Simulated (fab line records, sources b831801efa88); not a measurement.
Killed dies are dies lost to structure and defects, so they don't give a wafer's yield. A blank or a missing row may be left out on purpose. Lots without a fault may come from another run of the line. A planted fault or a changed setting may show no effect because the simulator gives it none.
fab line records | flow gf180mcu
record lots=13 wafers=39 last_day=34
route steps=602 shown STI@1 LVPWELL@138
lots that met no fault: from a run of the same line without faults
start_h: hours from the record's first day to the start of the lot's first wafer shown | wait_h: hours since the lot's step before | " the same as in the row above | L1.1+2: a row that stands for several wafers | - no value, or no start given | * or withheld: withheld | < > ~ a bound
route shown NAME@n: a module of which the file shows steps, and the number in the route of the first | usual: mean/standard deviation of fault-free wafers | same: alike in all rows | chamber/n: place in a boat | sites: the reading at each site | _std_site: their standard deviation | _edge_site: outer sites' mean less inner sites' | radius_mm: how far each site lies from the wafer's centre | mask NAME#n: copy n | behind: the tool/chamber that last shaped the wafer | hold: why the lot was held/for how many hours/how that ended | device: the transistor (n, p or np) that didn't switch | end of line: the same wafers' tests at the end of the route | a step without rows: its recipe alone | killed: dies lost to structure and defects at the first sort, not the wafer's yield | map: a wafer's dies, x killed, . not, _ none there
set.NAME: the setting as run; set.NAME@STEP: as run at that earlier step | model.NAME: the simulator's own value behind a step, which no gauge read
steps of the route over a sample of lots; a table a step, a row a wafer
services: from which hour (start_h, from the record's first day; less than 0 if before it) a tool's chamber was out of use, for how many hours, and why
## steps
# step GF_STI_BOW_MEAS_00
# recipe mode=bow
# usual INCOMING_BOW=0/6.2
# columns lot.wafer tool chamber start_h wait_h INCOMING_BOW[um]
L336.2 film_metro-03 - 15.02 - -5
L336.5 " - " " -2
L336.6 " - " " 12
L337.2 film_metro-01 - 20.02 - -6
L337.3 " - " " -4
L337.5 " - " " -1
L338.3 film_metro-01 - 25.04 - 9
L338.5 " - " " -4
L338.6 " - " " 0
L339.2 film_metro-01 - 30.02 - 0
L339.3 " - " " -1
L339.5 " - " " -7
L340.1 film_metro-01 - 35.00 - 4
L340.5 " - " " 9
L340.6 " - " " 6
L342.1 film_metro-03 - 45.00 - 3
L342.4 " - " " 0
L342.6 " - " " -9
L344.1 film_metro-03 - 55.00 - -1
L344.3 " - " " 3
L344.6 " - " " -3
L345.1 film_metro-01 - 60.00 - -7
L345.2 " - " " 12
L345.3 " - " " 5
L346.1 film_metro-03 - 65.00 - -13
L346.5 " - " " 2
L346.6 " - " " 6
L347.2 film_metro-02 - 70.02 - -2
L347.3 " - " " -10
L347.5 " - " " -7
L348.2 film_metro-01 - 75.02 - -2
L348.3 " - " " 5
L348.6 " - " " -1
L355.4 film_metro-01 - 110.06 - 3
L355.5 " - " " 5
L355.6 " - " " -6
L357.1 film_metro-02 - 120.00 - 0
L357.3 " - " " -2
L357.6 " - " " 6
# step GF_STI_EXPOSE_09
# recipe mask_id=COMP target_cd_nm=220 na=0.68 source_shape=conventional sigma_outer=0.6 dose_mj=28
# usual exposure_dose_mJ_cm2=27.998/0.028 focus_offset_nm=0.0/0.53
# columns lot.wafer tool chamber start_h wait_h mask exposure_dose_mJ_cm2 focus_offset_nm
L336.2 krf_scanner-01 0 24.24 - COMP#0 27.992 -0.6
L336.5 " 0 " " COMP#0 27.993 -0.1
L336.6 " 0 " " COMP#0 28.019 -0.8
L337.2 krf_scanner-01 0 29.99 - COMP#0 28.028 0.2
L337.3 " 0 " " COMP#0 28.036 -0.1
L337.5 " 0 " " COMP#0 28.003 0.0
L338.3 krf_scanner-02 0 35.46 - COMP#0 28.048 0.3
L338.5 " 0 " " COMP#0 28.035 0.8
L338.6 " 0 " " COMP#0 28.021 0.7
L339.2 krf_scanner-02 0 40.73 - COMP#0 27.990 0.0
L339.3 " 0 " " COMP#0 27.954 -0.3
L339.5 " 0 " " COMP#0 28.004 0.0
L340.1 krf_scanner-02 0 46.20 - COMP#0 27.990 -0.1
L340.5 " 0 " " COMP#0 27.975 0.3
L340.6 " 0 " " COMP#0 27.998 -0.8
L342.1 krf_scanner-01 0 56.02 - COMP#0 28.012 0.7
L342.4 " 0 " " COMP#0 28.063 -0.3
L342.6 " 0 " " COMP#0 28.044 -0.3
L344.1 krf_scanner-02 0 64.95 - COMP#0 27.943 -0.7
L344.3 " 0 " " COMP#0 27.959 -1.2
L344.6 " 0 " " COMP#0 27.990 0.1
L345.1 krf_scanner-02 0 70.46 - COMP#0 27.986 -0.8
L345.2 " 0 " " COMP#0 28.020 -1.4
L345.3 " 0 " " COMP#0 27.957 -1.1
L346.1 krf_scanner-02 0 76.21 - COMP#0 27.963 -0.5
L346.5 " 0 " " COMP#0 27.962 0.4
L346.6 " 0 " " COMP#0 27.992 -0.2
L347.2 krf_scanner-02 0 80.04 - COMP#0 28.007 0.1
L347.3 " 0 " " COMP#0 27.982 0.4
L347.5 " 0 " " COMP#0 27.998 0.5
L348.2 krf_scanner-02 0 86.24 - COMP#0 28.019 0.1
L348.3 " 0 " " COMP#0 28.023 -0.3
L348.6 " 0 " " COMP#0 28.045 0.0
L355.4 krf_scanner-02 0 121.85 - COMP#0 28.035 -0.4
L355.5 " 0 " " COMP#0 28.034 -0.5
L355.6 " 0 " " COMP#0 28.008 0.0
L357.1 krf_scanner-01 0 130.67 - COMP#0 28.007 -0.6
L357.3 " 0 " " COMP#0 27.978 -0.3
L357.6 " 0 " " COMP#0 28.004 0.2
# step GF_STI_CD_MEAS_12
# recipe target_cd_nm=220
# usual cd_nm=219.9/1.1
# columns lot.wafer tool chamber start_h wait_h cd_nm
L336.2 cd_sem-01 - 30.34 0.1 220.5
L336.5 " - " " 219.5
L336.6 " - " " 219.3
L337.2 cd_sem-01 - 35.73 0.1 218.8
L337.3 " - " " 220.0
L337.5 " - " " 219.0
L338.3 cd_sem-02 - 41.26 0.1 219.2
L338.5 " - " " 218.5
L338.6 " - " " 219.2
L339.2 cd_sem-01 - 46.83 0.1 218.7
L339.3 " - " " 219.7
L339.5 " - " " 219.0
L340.1 cd_sem-02 - 51.86 0.1 219.2
L340.5 " - " " 219.4
L340.6 " - " " 219.4
L342.1 cd_sem-02 - 62.56 0.1 219.9
L342.4 " - " " 219.3
L342.6 " - " " 220.1
L344.1 cd_sem-02 - 71.32 0.1 218.5
L344.3 " - " " 220.1
L344.6 " - " " 218.1
L345.1 cd_sem-02 - 77.65 0.1 218.4
L345.2 " - " " 219.8
L345.3 " - " " 219.6
L346.1 cd_sem-01 - 82.45 0.1 220.9
L346.5 " - " " 220.6
L346.6 " - " " 221.3
L347.2 cd_sem-01 - 87.13 0.1 218.8
L347.3 " - " " 219.6
L347.5 " - " " 220.5
L348.2 cd_sem-01 - 93.26 0.2 221.9
L348.3 " - " " 220.7
L348.6 " - " " 221.7
L355.4 cd_sem-01 - 128.61 0.1 211.4
L355.5 " - " " 221.6
L355.6 " - " " 219.6
L357.1 cd_sem-02 - 138.50 0.1 220.3
L357.3 " - " " 220.9
L357.6 " - " " 222.8
# step GF_STI_THK_MEAS_22
# recipe reads=SiO2_of_STI_OXIDATION_21
# usual STI_OXIDATION_01_THK=15.0/0.33
# columns lot.wafer tool chamber start_h wait_h STI_OXIDATION_01_THK[nm]
L336.2 film_metro-01 - 32.19 0.0 15.0
L336.5 " - " " 15.1
L336.6 " - " " 14.9
L337.2 film_metro-02 - 37.64 0.0 15.0
L337.3 " - " " 14.8
L337.5 " - " " 14.8
L338.3 film_metro-03 - 44.40 0.0 15.3
L338.5 " - " " 15.3
L338.6 " - " " 15.2
L339.2 film_metro-02 - 50.35 0.0 15.0
L339.3 " - " " 14.9
L339.5 " - " " 14.8
L340.1 film_metro-02 - 53.91 0.0 15.0
L340.5 " - " " 14.9
L340.6 " - " " 15.0
L342.1 film_metro-01 - 64.41 0.0 15.3
L342.4 " - " " 15.4
L342.6 " - " " 15.3
L344.1 film_metro-03 - 73.75 0.0 15.1
L344.3 " - " " 14.9
L344.6 " - " " 14.6
L345.1 film_metro-01 - 79.52 0.0 15.1
L345.2 " - " " 14.9
L345.3 " - " " 14.8
L346.1 film_metro-02 - 84.30 0.0 15.0
L346.5 " - " " 14.6
L346.6 " - " " 14.8
L347.2 film_metro-01 - 90.67 0.0 15.0
L347.3 " - " " 14.9
L347.5 " - " " 15.1
L348.2 film_metro-02 - 95.10 0.0 14.8
L348.3 " - " " 14.9
L348.6 " - " " 14.9
L355.4 film_metro-03 - 130.72 0.0 14.5
L355.5 " - " " 14.8
L355.6 " - " " 14.8
L357.1 film_metro-03 - 140.96 0.0 15.9
L357.3 " - " " 15.9
L357.6 " - " " 15.8
# step GF_VT_IMPLANT_RS_MEAS_48
# recipe thk_meas_gauge=four-point-probe
# usual LVPWELL_RS=1196.5/3
# columns lot.wafer tool chamber start_h wait_h LVPWELL_RS[ohm/sq]
L336.2 film_metro-04 - 163.28 0.1 1195.0
L336.5 " - " " 1195.8
L336.6 " - " " 1195.0
L337.2 film_metro-03 - 170.20 0.1 1197.1
L337.3 " - " " 1195.0
L337.5 " - " " 1194.5
L338.3 film_metro-03 - 183.15 0.1 1196.3
L338.5 " - " " 1193.9
L338.6 " - " " 1195.5
L339.2 film_metro-03 - 186.78 0.1 1188.8
L339.3 " - " " 1193.0
L339.5 " - " " 1196.3
L340.1 film_metro-02 - 193.68 0.1 1201.7
L340.5 " - " " 1199.2
L340.6 " - " " 1201.2
L342.1 film_metro-02 - 206.46 0.1 1197.5
L342.4 " - " " 1202.1
L342.6 " - " " 1197.7
L344.1 film_metro-03 - 219.86 0.1 1194.8
L344.3 " - " " 1196.3
L344.6 " - " " 1196.9
L345.1 film_metro-04 - 227.78 0.1 1193.2
L345.2 " - " " 1194.3
L345.3 " - " " 1189.2
L346.1 film_metro-03 - 233.16 0.1 1195.0
L346.5 " - " " 1195.3
L346.6 " - " " 1196.7
L347.2 film_metro-04 - 242.78 0.1 1193.9
L347.3 " - " " 1194.7
L347.5 " - " " 1195.7
L348.2 film_metro-03 - 248.10 0.1 1196.5
L348.3 " - " " 1196.9
L348.6 " - " " 1197.9
L355.4 film_metro-04 - 294.86 0.1 1198.9
L355.5 " - " " 1201.5
L355.6 " - " " 1201.0
L357.1 film_metro-02 - 310.84 0.1 1195.8
L357.3 " - " " 1195.1
L357.6 " - " " 1195.1
## services
# columns tool chamber start_h hours kind
krf_scanner-02 - 15.11 0.5 repair
krf_scanner-01 - 25.82 0.8 pm
krf_scanner-02 - 29.77 1.2 repair
krf_scanner-02 - 39.02 1.3 pm
krf_scanner-01 - 41.31 4.9 repair
krf_scanner-02 - 49.31 0.4 repair
krf_scanner-01 - 56.27 1.0 pm
krf_scanner-01 - 73.84 0.2 repair
krf_scanner-02 - 89.94 3.6 pm
krf_scanner-02 - 99.52 1.0 pm
krf_scanner-02 - 113.96 0.8 pm
krf_scanner-01 - 124.59 1.3 pm
## key
first_sign step=GF_STI_CD_MEAS_12 reading=cd_nm direction=down sigmas=7.6 usual=219.9 struck=211.4
effect none on later readings
met_at GF_STI_EXPOSE_09
struck_lots L355
struck_wafers L355.4
tester_left_out L355
not_acting_at GF_STI_BOW_MEAS_00,GF_STI_THK_MEAS_22,GF_VT_IMPLANT_RS_MEAS_48
onset_between 86.24 121.85
fault kind=process_parameter_drift tool=krf_scanner-02 chamber=- onset_h=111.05 steps=GF_STI_EXPOSE_09 channel=focus_nm offset=160.51 shape=step end_h=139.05 scope=struck_wafers_only
# tester_left_out: of these lots the tester's yield and bins aren't shown, on N5 and GAA mostly nor the transistor test; their killed dies are dies lost to structure and defects alone, not to doping, threshold or leakage, so they don't give the yield
